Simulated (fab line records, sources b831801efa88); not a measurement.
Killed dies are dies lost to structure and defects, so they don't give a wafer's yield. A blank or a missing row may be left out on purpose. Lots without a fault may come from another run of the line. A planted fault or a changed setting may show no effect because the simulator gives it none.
fab line records | flow sky130
record lots=12 wafers=36 last_day=50
route steps=708 shown LI_CONTACT@384 METAL1@437 VIA2@507
lots that met no fault: from a run of the same line without faults
start_h: hours from the record's first day to the start of the lot's first wafer shown | wait_h: hours since the lot's step before | " the same as in the row above | L1.1+2: a row that stands for several wafers | - no value, or no start given | * or withheld: withheld | < > ~ a bound
route shown NAME@n: a module of which the file shows steps, and the number in the route of the first | usual: mean/standard deviation of fault-free wafers | same: alike in all rows | chamber/n: place in a boat | sites: the reading at each site | _std_site: their standard deviation | _edge_site: outer sites' mean less inner sites' | radius_mm: how far each site lies from the wafer's centre | mask NAME#n: copy n | behind: the tool/chamber that last shaped the wafer | hold: why the lot was held/for how many hours/how that ended | device: the transistor (n, p or np) that didn't switch | end of line: the same wafers' tests at the end of the route | a step without rows: its recipe alone | killed: dies lost to structure and defects at the first sort, not the wafer's yield | map: a wafer's dies, x killed, . not, _ none there
set.NAME: the setting as run; set.NAME@STEP: as run at that earlier step | model.NAME: the simulator's own value behind a step, which no gauge read
steps of the route over a sample of lots; a table a step, a row a wafer
services: from which hour (start_h, from the record's first day; less than 0 if before it) a tool's chamber was out of use, for how many hours, and why
## steps
# step SKY_LI_CONTACT_RS_MEAS_22
# recipe thk_meas_gauge=four-point-probe reads=W_of_LI_CONTACT_CVD_21+TiN_of_LI_CONTACT_SPUTTER_20+Ti_of_LI_CONTACT_SPUTTER_19
# usual LI_CONTACT_W_RS=0.2840/0.0026
# columns lot.wafer tool chamber start_h wait_h LI_CONTACT_W_RS[ohm/sq]
L649.3 film_metro-03 - 691.07 0.1 0.2839
L649.4 " - " " 0.2892
L649.5 " - " " 0.2872
L651.1 film_metro-03 - 702.11 0.1 0.2825
L651.2 " - " " 0.2814
L651.6 " - " " 0.2860
L653.2 film_metro-02 - 721.23 0.1 0.2788
L653.4 " - " " 0.2819
L653.6 " - " " 0.2838
L654.4 film_metro-02 - 727.02 0.1 0.2841
L654.5 " - " " 0.2852
L654.6 " - " " 0.2818
L656.1 film_metro-01 - 740.85 0.1 0.2863
L656.3 " - " " 0.2829
L656.5 " - " " 0.2883
L657.1 film_metro-02 - 752.41 0.1 0.2880
L657.2 " - " " 0.2846
L657.3 " - " " 0.2901
L658.1 film_metro-01 - 759.61 0.1 0.2815
L658.2 " - " " 0.2845
L658.4 " - " " 0.2815
L659.2 film_metro-03 - 776.84 0.1 0.2846
L659.5 " - " " 0.2873
L659.6 " - " " 0.2817
L660.2 film_metro-02 - 776.86 0.1 0.2860
L660.3 " - " " 0.2865
L660.6 " - " " 0.2854
L661.2 film_metro-03 - 783.93 0.1 0.2863
L661.4 " - " " 0.2854
L661.5 " - " " 0.2832
L668.1 film_metro-02 - 838.76 0.1 0.2880
L668.2 " - " " 0.2856
L668.6 " - " " 0.2831
L670.2 film_metro-01 - 844.12 0.1 0.2871
L670.3 " - " " 0.2854
L670.4 " - " " 0.2867
# step SKY_METAL1_SPUTTER_03
# recipe material=Ti target_thk_nm=5 power_w=3000 time_s=3.3 chamber_pressure_pa=0.4
# usual chamber_pressure_pa=0.4000/0.00081 throttle_valve_pct=30.5/1.1
# same time_s=3.3
# columns lot.wafer tool chamber start_h wait_h chamber_pressure_pa throttle_valve_pct
L649.3 pvd_sputter-03 - 750.15 0.0 0.3988 32.0
L649.4 " - " " 0.3996 32.0
L649.5 " - " " 0.3998 32.1
L651.1 pvd_sputter-01 - 761.20 0.0 0.4001 29.6
L651.2 " - " " 0.3994 30.3
L651.6 " - " " 0.4004 30.5
L653.2 pvd_sputter-03 - 780.38 0.0 0.3997 31.5
L653.4 " - " " 0.4010 32.0
L653.6 " - " " 0.3982 29.9
L654.4 pvd_sputter-03 - 785.03 0.0 0.4006 31.7
L654.5 " - " " 0.3996 32.1
L654.6 " - " " 0.4003 32.0
L656.1 pvd_sputter-02 - 798.45 0.0 0.4011 30.4
L656.3 " - " " 0.4001 30.4
L656.5 " - " " 0.4016 30.5
L657.1 pvd_sputter-02 - 810.45 0.0 0.4003 31.1
L657.2 " - " " 0.3993 30.6
L657.3 " - " " 0.3995 30.3
L658.1 pvd_sputter-03 - 817.24 0.0 0.3995 30.3
L658.2 " - " " 0.4004 32.3
L658.4 " - " " 0.4015 31.7
L659.2 pvd_sputter-03 - 833.13 0.0 0.4004 30.1
L659.5 " - " " 0.3997 30.2
L659.6 " - " " 0.3983 31.8
L660.2 pvd_sputter-02 - 833.77 0.0 0.4012 31.3
L660.3 " - " " 0.4005 30.3
L660.6 " - " " 0.4015 30.4
L661.2 pvd_sputter-02 - 840.65 0.0 0.3991 30.3
L661.4 " - " " 0.4000 30.1
L661.5 " - " " 0.4001 30.2
L668.1 pvd_sputter-03 - 893.90 0.0 0.4012 32.4
L668.2 " - " " 0.3995 31.6
L668.6 " - " " 0.3992 29.8
L670.2 pvd_sputter-01 - 899.02 0.0 0.4012 29.8
L670.3 " - " " 0.3998 31.3
L670.4 " - " " 0.4007 30.2
# step SKY_METAL1_SPUTTER_04
# recipe material=TiN target_thk_nm=70 power_w=6500 time_s=58.3 chamber_pressure_pa=0.4
# usual chamber_pressure_pa=0.4000/0.00074 throttle_valve_pct=30.5/1
# same time_s=58.3
# columns lot.wafer tool chamber start_h wait_h chamber_pressure_pa throttle_valve_pct
L649.3 pvd_sputter-03 - 750.17 0.0 0.4007 32.1
L649.4 " - " " 0.3987 31.7
L649.5 " - " " 0.4008 31.9
L651.1 pvd_sputter-01 - 761.22 0.0 0.3995 29.8
L651.2 " - " " 0.3993 30.5
L651.6 " - " " 0.4000 30.3
L653.2 pvd_sputter-03 - 780.40 0.0 0.4005 31.8
L653.4 " - " " 0.4002 31.8
L653.6 " - " " 0.4004 30.0
L654.4 pvd_sputter-03 - 785.05 0.0 0.3995 31.8
L654.5 " - " " 0.3998 32.1
L654.6 " - " " 0.3997 31.9
L656.1 pvd_sputter-02 - 798.47 0.0 0.3994 30.4
L656.3 " - " " 0.3996 30.3
L656.5 " - " " 0.4005 30.5
L657.1 pvd_sputter-02 - 810.47 0.0 0.3991 31.2
L657.2 " - " " 0.3994 30.5
L657.3 " - " " 0.3991 30.2
L658.1 pvd_sputter-03 - 817.26 0.0 0.4010 30.0
L658.2 " - " " 0.4004 32.0
L658.4 " - " " 0.3997 31.4
L659.2 pvd_sputter-03 - 833.14 0.0 0.3997 29.8
L659.5 " - " " 0.4005 30.2
L659.6 " - " " 0.4008 32.0
L660.2 pvd_sputter-02 - 833.79 0.0 0.3998 31.0
L660.3 " - " " 0.3999 30.3
L660.6 " - " " 0.4003 30.4
L661.2 pvd_sputter-02 - 840.67 0.0 0.4010 30.2
L661.4 " - " " 0.4000 30.4
L661.5 " - " " 0.3995 30.4
L668.1 pvd_sputter-03 - 893.92 0.0 0.3996 31.9
L668.2 " - " " 0.4003 31.8
L668.6 " - " " 0.3983 30.0
L670.2 pvd_sputter-01 - 899.04 0.0 0.4013 29.9
L670.3 " - " " 0.3997 31.3
L670.4 " - " " 0.4004 30.4
# step SKY_VIA2_HDPCVD_00
# recipe material=SiO2 target_thk_nm=1180 sigma_open_frac=0.3 time_s=196.7 temp_c=400 sih4_flow_sccm=60 pressure_mtorr=6
# columns lot.wafer tool chamber start_h wait_h
L649.3+4+5 hdpcvd-01 1,0,2 835.85 0.0
L651.1+2+6 hdpcvd-01 2,1,1 845.95 0.0
L653.2+4+6 hdpcvd-01 0,0,1 864.52 0.0
L654.4+5+6 hdpcvd-01 1,2,0 868.80 0.1
L656.1+3+5 hdpcvd-02 0,2,2 882.13 0.0
L657.1+2+3 hdpcvd-02 2,0,1 891.86 0.0
L658.1+2+4 hdpcvd-01 0,1,0 899.06 0.0
L660.2+3+6 hdpcvd-02 0,1,0 915.77 0.0
L659.2+5+6 hdpcvd-01 2,2,1 915.82 0.0
L661.2+4+5 hdpcvd-01 0,0,1 921.86 0.0
L668.1+2+6 hdpcvd-02 1,2,0 970.80 0.0
L670.2+3+4 hdpcvd-02 2,0,2 976.35 0.0
# step SKY_VIA2_THK_MEAS_01
# recipe reads=SiO2_of_VIA2_HDPCVD_00
# usual VIA2_HDPCVD_THK=1179/12
# columns lot.wafer tool chamber start_h wait_h VIA2_HDPCVD_THK[nm]
L649.3 film_metro-04 - 836.00 0.1 1174
L649.4 " - " " 1168
L649.5 " - " " 1180
L651.1 film_metro-02 - 846.08 0.1 1195
L651.2 " - " " 1182
L651.6 " - " " 1187
L653.2 film_metro-03 - 864.66 0.1 1199
L653.4 " - " " 1207
L653.6 " - " " 1186
L654.4 film_metro-04 - 868.89 0.0 1184
L654.5 " - " " 1184
L654.6 " - " " 1190
L656.1 film_metro-03 - 882.26 0.1 1190
L656.3 " - " " 1180
L656.5 " - " " 1160
L657.1 film_metro-02 - 891.98 0.1 1166
L657.2 " - " " 1172
L657.3 " - " " 1190
L658.1 film_metro-03 - 899.18 0.1 1192
L658.2 " - " " 1179
L658.4 " - " " 1186
L660.2 film_metro-04 - 915.91 0.1 1185
L660.3 " - " " 1187
L660.6 " - " " 1186
L659.2 film_metro-02 - 915.96 0.1 1180
L659.5 " - " " 1173
L659.6 " - " " 1176
L661.2 film_metro-04 - 921.99 0.1 1175
L661.4 " - " " 1180
L661.5 " - " " 1184
L668.1 film_metro-04 - 970.93 0.1 1177
L668.2 " - " " 1176
L668.6 " - " " 2170
L670.2 film_metro-03 - 976.49 0.1 1158
L670.3 " - " " 2166
L670.4 " - " " 2181
## services
# columns tool chamber start_h hours kind
pvd_sputter-02 0 741.40 - consumable_replace:kit
pvd_sputter-02 0 741.40 18.0 scheduled_down
pvd_sputter-02 0 741.40 18.0 vent_cycle
pvd_sputter-03 0 760.88 - consumable_replace:kit
pvd_sputter-03 0 760.88 18.0 scheduled_down
pvd_sputter-03 0 760.88 18.0 vent_cycle
pvd_sputter-01 - 804.35 1.4 repair
pvd_sputter-01 - 822.77 1.2 repair
hdpcvd-02 - 859.95 0.6 repair
pvd_sputter-02 - 871.06 7.5 repair
pvd_sputter-03 3 910.32 - consumable_replace:kit
pvd_sputter-03 3 910.32 18.0 scheduled_down
pvd_sputter-03 3 910.32 18.0 vent_cycle
pvd_sputter-02 - 934.72 4.6 repair
pvd_sputter-03 - 938.87 11.2 repair
hdpcvd-01 - 950.25 15.0 pm
hdpcvd-01 0 950.25 15.0 vent_cycle
hdpcvd-01 1 950.25 15.0 vent_cycle
hdpcvd-01 2 950.25 15.0 vent_cycle
pvd_sputter-02 3 953.85 - consumable_replace:kit
pvd_sputter-02 3 953.85 18.0 scheduled_down
pvd_sputter-02 3 953.85 18.0 vent_cycle
hdpcvd-01 0 965.25 - clean
hdpcvd-01 1 965.25 - clean
## key
first_sign step=SKY_VIA2_THK_MEAS_01 reading=VIA2_HDPCVD_THK direction=up sigmas=85 usual=1179 struck=2172
effect none on later readings
met_at SKY_VIA2_HDPCVD_00
struck_lots L668,L670
struck_wafers L668.6,L670.3,L670.4
not_acting_at SKY_LI_CONTACT_RS_MEAS_22,SKY_METAL1_SPUTTER_03,SKY_METAL1_SPUTTER_04
onset_between 915.77 970.80
fault kind=process_parameter_drift tool=hdpcvd-02 chamber=- onset_h=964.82 steps=SKY_VIA2_HDPCVD_00 channel=target_thk_nm offset=994.73 shape=step end_h=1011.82 scope=struck_wafers_only acts_in=these_recipes_only stated=1180
